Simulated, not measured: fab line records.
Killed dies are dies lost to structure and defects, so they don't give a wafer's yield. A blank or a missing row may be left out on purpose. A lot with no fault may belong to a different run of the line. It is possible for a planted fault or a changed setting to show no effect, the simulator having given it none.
Comparing a struck lot with a sound one | flow gf180mcu | 19 out of 602 route steps
Sound: the wafers L383.3, L383.5, L383.6. Wafers struck: L390.2, L390.3, L390.6. At the end, the cause is stated.
Order at every step that has rows: each side's tool, ch and its chambers, its first start. Under that, the readings that differ: sound wafers | struck wafers | difference of the means | sigmas: that difference in standard deviations of wafers without a fault.
alike: readings whose means differ by less than 2 such deviations, and words and numbers that are the same on both sides. not compared: withheld readings, readings that some wafer has no value for, bounds like >300 that may hide the same value, and numbers for which the record gives no deviation and whose values overlap.
Wherever a step has rows on one side only, a row that says differs or no value, or a row with sigmas, the two part there. Numbers that don't overlap but have no deviation are shown without sigmas and don't part them. Lack of a reading on every wafer of one side parts them only where that side has two or more wafers.

first, 1 step without rows for these wafers: GF_DUAL_GATE_WET_ETCH_12 (etches SiO2 in dHF, target depth 13 nm, time 260 s).
GF_DUAL_GATE_STRIP_13: strips in O2/N2.
  sound on plasmaAsher-01 ch 0,1, day 10 00:46; struck on plasmaAsher-04 ch 1, day 12 03:44
  alike: chamberPressureMTorr, drypumpMotorCurrentA, heaterPowerW, o2FlowSccm, oesProductAu, stripTimeToEndpointS
  not compared: rfHoursCounterH
then, 3 steps without rows for these wafers: GF_DUAL_GATE_CLEAN_14 (cleans in SC1/SC2, time 150 s); GF_DUAL_GATE_OXIDATION_15 (stabilise 600 s, purge 300 s, target thk 7.098 nm); GF_POLY_GATE_CVD_00 (deposits poly-Si, target thk 200 nm, time 1200 s).
GF_POLY_GATE_THK_MEAS_01:
  sound: filmMetro-02 at day 10 03:47; struck: filmMetro-03 at day 12 07:29
  alike: POLY_GATE_CVD_00_THK
then, 6 steps without rows for these wafers: GF_POLY_GATE_DEHYDRATE_02 (time 60 s); GF_POLY_GATE_HMDS_03 (prime time 60 s); GF_POLY_GATE_COAT_04; GF_POLY_GATE_COAT_05 (resist thk 700 nm); GF_POLY_GATE_SOFTBAKE_06 (time 60 s); GF_POLY_GATE_EXPOSE_07 (exposes mask Poly2, target cd 280 nm).
GF_POLY_GATE_PEB_08: peb time 90 s.
  sound on lithoTrack-04 ch 0, day 10 22:04; struck on lithoTrack-04 ch 0, day 13 02:11
reading               | sound             | struck            | difference | sigmas
heaterPowerTotalW (W) | 85.55 85.82 85.65 | 88.82 89.03 88.89 | +3.24      | +40
then, 1 step without rows for these wafers: GF_POLY_GATE_DEVELOP_09 (develop time 60 s).
GF_POLY_GATE_CD_MEAS_10: target cd 280 nm.
  sound: cdSem-02 at day 10 22:24; struck: cdSem-02 at day 13 02:31
reading   | sound             | struck            | difference | sigmas
cdNm (nm) | 280.6 279.8 280.9 | 284.0 283.9 285.1 | +3.9       | +4
GF_POLY_GATE_OVL_MEAS_11:
  sound: overlay-02 at day 10 22:29; struck: overlay-02 at day 13 02:38
  alike: POLY_GATE_OVL
GF_POLY_GATE_ETCH_12: etches BARC in N2/H2.
  sound on rieDiel-03 ch 1,2, day 10 22:31; struck on rieDiel-02 ch 0,1,2, day 13 02:40
reading                   | sound             | struck            | difference | sigmas
model.POLY_GATE.cdNm (nm) | 281.7 280.6 280.7 | 285.7 285.4 283.9 | +4.0       | 
  alike: chamberPressureMTorr, drypumpMotorCurrentA, oesProductAu, throttleValvePct
GF_POLY_GATE_ETCH_13: etches poly-Si in HBr/Cl2, stops on SiO2, target depth 198.5 nm, time 69.6 s.
  sound on rieSi-01 ch 0,2,3, day 10 22:34; struck on rieSi-02 ch 0,3, day 13 02:43
  alike: chamberPressureMTorr, drypumpMotorCurrentA, oesProductAu, throttleValvePct
  not compared: rfHoursCounterH
-- here the record skips 20 days between the struck wafers' starts before and after, leaving off in module POLY_GATE and picking up in module PASSIVATION (first step shown: number 602 of the route) --
GF_PASSIVATION_PROBE_99:
  rows exist in the record for the struck wafers here (prober-01, day 32 15:50), but not for the sound ones

## WHERE THEY PART
Last at GF_PASSIVATION_PROBE_99 as far as this record goes, first at GF_POLY_GATE_PEB_08.

WHY: whatever the simulator had introduced
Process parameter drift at GF_POLY_GATE_PEB_08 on lithoTrack-04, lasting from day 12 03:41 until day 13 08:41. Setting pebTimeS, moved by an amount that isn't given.
